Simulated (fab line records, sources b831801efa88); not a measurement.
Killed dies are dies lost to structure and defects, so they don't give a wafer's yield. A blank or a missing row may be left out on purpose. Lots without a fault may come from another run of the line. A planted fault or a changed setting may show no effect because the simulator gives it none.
One fault seen from 2 desks | flow gf180mcu | each desk has only its own numbers; what lay behind them comes last

THE METROLOGY DESK
What the gauges read, lot by lot, whatever tool the lot ran on: means of the sampled wafers that have a number. A lot is out of limits, marked OUT, if its mean lies more than 4 standard deviations from the usual mean; the brackets give that distance.
Columns: A = HV_LDD_CVD_56_THK at GF_HV_LDD_THK_MEAS_57, usual 90.2 nm
lot  | first seen here | A
L879 | day 12 15:23    | 89.8
L881 | day 13 01:56    | 88.6
L882 | day 13 09:48    | 90.0
L886 | day 14 21:18    | 89.2
L892 | day 17 02:26    | 101.3 (+12) OUT
L893 | day 17 05:41    | 101.7 (+13) OUT
L894 | day 17 17:21    | 90.3
L896 | day 18 07:44    | 91.1
L897 | day 18 13:35    | 90.0
L901 | day 19 19:14    | 89.8
L902 | day 20 07:41    | 89.9
This desk's finding: out of limits on L892, L893; first on L892, day 17 02:26 (HV_LDD_CVD_56_THK at GF_HV_LDD_THK_MEAS_57). In limits: L879, L881, L882, L886, L894, L896, L897, L901, L902.

THE TOOL OWNER'S DESK: lpcvd-01
The tool's own readings at GF_HV_LDD_CVD_56 (deposits Si3N4 from DCS/NH3, target thk 90 nm, time 1543 s): means of the sampled wafers that have a number, for each lot that ran on this tool. A lot is out of limits, marked OUT, if its mean lies more than 4 standard deviations from the usual mean; the brackets give that distance.
Columns: A = spike_tc_centre_C at GF_HV_LDD_CVD_56, usual 769.9 C; B = spike_tc_lower_C at GF_HV_LDD_CVD_56, usual 770.2 C; C = spike_tc_upper_C at GF_HV_LDD_CVD_56, usual 769.0 C; D = susceptor_temp_C at GF_HV_LDD_CVD_56, usual 770.1 C
lot  | first seen here | A     | B                | C                | D
L879 | day 12 13:56    | 770.6 | 769.8            | 770.7            | 769.8
L882 | day 13 08:21    | 770.4 | 769.8            | 769.6            | 769.8
L886 | day 14 19:51    | 768.5 | 772.0            | 769.3            | 769.9
L892 | day 17 01:00    | 775.0 | 778.0 (+4.9) OUT | 775.7 (+4.5) OUT | 776.0 (+16) OUT
L893 | day 17 04:15    | 774.5 | 777.5 (+4.6) OUT | 776.7 (+5.1) OUT | 776.7 (+18) OUT
This desk's finding: out of limits on L892, L893; first on L892, day 17 01:00 (spike_tc_lower_C at GF_HV_LDD_CVD_56). In limits: L879, L882, L886.

PUT TOGETHER
The tool owner's desk could have raised an alarm at day 17 01:00, on L892, L893.
The metrology desk could have raised an alarm at day 17 02:26, on L892, L893.
Of the lots named, all ran GF_HV_LDD_CVD_56 on lpcvd-01.

WHAT THE SIMULATOR HAD PUT IN
Process parameter drift: lpcvd-01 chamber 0, from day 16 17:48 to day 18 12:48, at GF_HV_LDD_CVD_56. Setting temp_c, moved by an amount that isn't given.
Lots struck among those shown: L892, L893.
Hours from the fault's start to each desk's first reading out of limits: the tool owner's desk, 7; the metrology desk, 9.
